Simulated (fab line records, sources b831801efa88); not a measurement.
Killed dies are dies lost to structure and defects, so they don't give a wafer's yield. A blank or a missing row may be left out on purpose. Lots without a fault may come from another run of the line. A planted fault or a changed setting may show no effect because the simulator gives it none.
Which tool did it? | flow sfq_line | 7 lots, 21 wafers sampled, at 3 steps of a route of 325

WHAT THE GAUGES READ, wafer by wafer
SFQ_M1_RS_MEAS_909: measures by four-point-probe.
lot  | measured     | on            | M1_NB_RS (ohm/sq)
L960 | day 18 20:29 | film_metro-01 | 0.885 0.887 0.882
L962 | day 19 19:33 | film_metro-01 | 0.888 0.896 0.896
L966 | day 22 00:20 | film_metro-01 | 0.895 0.900 0.887
L969 | day 23 10:09 | film_metro-03 | 0.893 0.886 0.902
L973 | day 24 16:48 | film_metro-04 | 0.702 0.702 0.710
L979 | day 26 10:48 | film_metro-01 | 0.882 0.880 0.881
L981 | day 27 16:03 | film_metro-04 | 0.879 0.878 0.894

WHICH TOOL RAN EACH LOT (tool, then ch and the chambers of the sampled wafers, then the start)
lot  | SFQ_TRILAYER_L0_VIA_ETCH_VIA_ETCH_016 | SFQ_TRILAYER_M1_DEP_SPUTTER_037
L960 | rie_diel-03 ch 1,2, day 8 23:04       | pvd_sputter-03, day 18 20:22
L962 | rie_diel-04 ch 0,2,3, day 9 14:40     | pvd_sputter-06, day 19 19:26
L966 | rie_diel-04 ch 1,2,3, day 11 00:16    | pvd_sputter-06, day 22 00:14
L969 | rie_diel-04 ch 1,2, day 11 19:28      | pvd_sputter-03, day 23 10:01
L973 | rie_diel-04 ch 1,2, day 12 22:19      | pvd_sputter-04, day 24 16:41
L979 | rie_diel-04 ch 1,2,3, day 15 00:16    | pvd_sputter-06, day 26 10:41
L981 | rie_diel-02 ch 0,1,3, day 15 15:01    | pvd_sputter-03, day 27 15:58
- SFQ_TRILAYER_L0_VIA_ETCH_VIA_ETCH_016: etches SiO2 in CHF3, stops on MoNx KI, target depth 80 nm.
- SFQ_TRILAYER_M1_DEP_SPUTTER_037: material Nb, target thk 200 nm, time 133.3 s.

THE ANSWER, worked out from the rows above alone
Rule: what is usual is taken from the lots themselves. Put in order of their means at a reading, lots are off if they are a third of the lots or fewer, leave a main group of 4 or more, and stand apart from it by a gap of 3 or more times the standard deviation of the main group's means; of several such gaps the widest counts. A main group whose means are all the same, to the digits that the tables above print for the reading, isn't used. A lot without any number at a reading at which 4 lots or more have one is off too. The other lots that the step has rows for count as sound.
Off: L973, at SFQ_M1_RS_MEAS_909 (M1_NB_RS). The main group: mean 0.888 ohm/sq, standard deviation 0.0054.
A tool fits if, at a process step before that reading, it ran every lot that is off, and no sound lot after the first of them. The gauges at SFQ_M1_RS_MEAS_909 are tried like those tools. One fits: pvd_sputter-04 at SFQ_TRILAYER_M1_DEP_SPUTTER_037. It ran no sound lot before its first lot that is off in this sample, so the start can't be narrowed down.

WHAT THE SIMULATOR HAD PUT IN
Process parameter drift: pvd_sputter-04, from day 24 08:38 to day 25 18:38, at SFQ_TRILAYER_M1_DEP_SPUTTER_037. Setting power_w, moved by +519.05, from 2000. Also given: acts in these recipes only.
Lots struck among those shown: L973. The rule above found the same.
